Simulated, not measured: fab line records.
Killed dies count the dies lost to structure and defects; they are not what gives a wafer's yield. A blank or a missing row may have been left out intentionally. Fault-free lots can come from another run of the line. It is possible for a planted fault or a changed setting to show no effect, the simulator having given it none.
Which tool was responsible? :: flow sky130 :: 45 wafers sampled from 15 lots at 1 step of a route of 708

== WHAT THE GAUGES SHOWED, per wafer ==
SKY_METAL2_OVL_MEAS_16. Usual: METAL2_OVL -2 nm, standard deviation 5.6.
lot: L154
measured: day 35 07:19
on: overlay-02
METAL2_OVL (nm): -5 -2 7
flag: 

lot: L155
measured: day 35 10:50
on: overlay-02
METAL2_OVL (nm): -4 -3 -1
flag: 

lot: L156
measured: day 35 14:35
on: overlay-01
METAL2_OVL (nm): -3 1 -1
flag: 

lot: L158
measured: day 35 16:46
on: overlay-01
METAL2_OVL (nm): 0 0 -5
flag: 

lot: L157
measured: day 36 04:47
on: overlay-02
METAL2_OVL (nm): -2 0 1
flag: 

lot: L159
measured: day 36 08:23
on: overlay-01
METAL2_OVL (nm): 4 -6 -1
flag: 

lot: L161
measured: day 37 11:51
on: overlay-01
METAL2_OVL (nm): -7 -1 -6
flag: 

lot: L164
measured: day 37 23:35
on: overlay-02
METAL2_OVL (nm): 2 6 -2
flag: 

lot: L166
measured: day 38 12:27
on: overlay-01
METAL2_OVL (nm): -5 -6 -10
flag: 

lot: L167
measured: day 38 23:11
on: overlay-01
METAL2_OVL (nm): 6 1 5
flag: 

lot: L168
measured: day 39 08:53
on: overlay-01
METAL2_OVL (nm): -2 -7 -5
flag: 

lot: L172
measured: day 40 10:26
on: overlay-01
METAL2_OVL (nm): -9 -5 -8
flag: 

lot: L175
measured: day 41 06:53
on: overlay-01
METAL2_OVL (nm): 3 3 3
flag: 

lot: L176
measured: day 41 13:38
on: overlay-02
METAL2_OVL (nm): 6 7 11
flag: 

lot: L177
measured: day 42 04:57
on: overlay-01
METAL2_OVL (nm): -2 2 -7
flag: 

== WHICH TOOL RAN EACH LOT (tool, then ch and the chambers of the sampled wafers, then the start) ==
There is no process step in the record ahead of these readings.

== AS READ BY THE TOOLS THEMSELVES (means over the sampled wafers that have a number; for cases with no such wafer, the mark the record gives instead) ==
The record holds no such reading with a usual standard deviation.

== THE ANSWER, worked out from the rows above alone ==
Rule: a lot counts as off when the mean over its wafers that have a number is more than 3 standard deviations away from the usual mean. Also off: a lot with no number at a reading for which 4 or more lots have one. All remaining lots with rows at the step are treated as sound. The gauges are gone through in route order, then the tools' own readings, and for those a lot's mean is taken as printed above. The first step at which some lot is off is used, and at that step the reading that is off furthest; a lot without a number counts as furthest.
None of the lots is off at any reading shown; this tells nothing.

== WHAT HAD BEEN PUT IN BY THE SIMULATOR ==
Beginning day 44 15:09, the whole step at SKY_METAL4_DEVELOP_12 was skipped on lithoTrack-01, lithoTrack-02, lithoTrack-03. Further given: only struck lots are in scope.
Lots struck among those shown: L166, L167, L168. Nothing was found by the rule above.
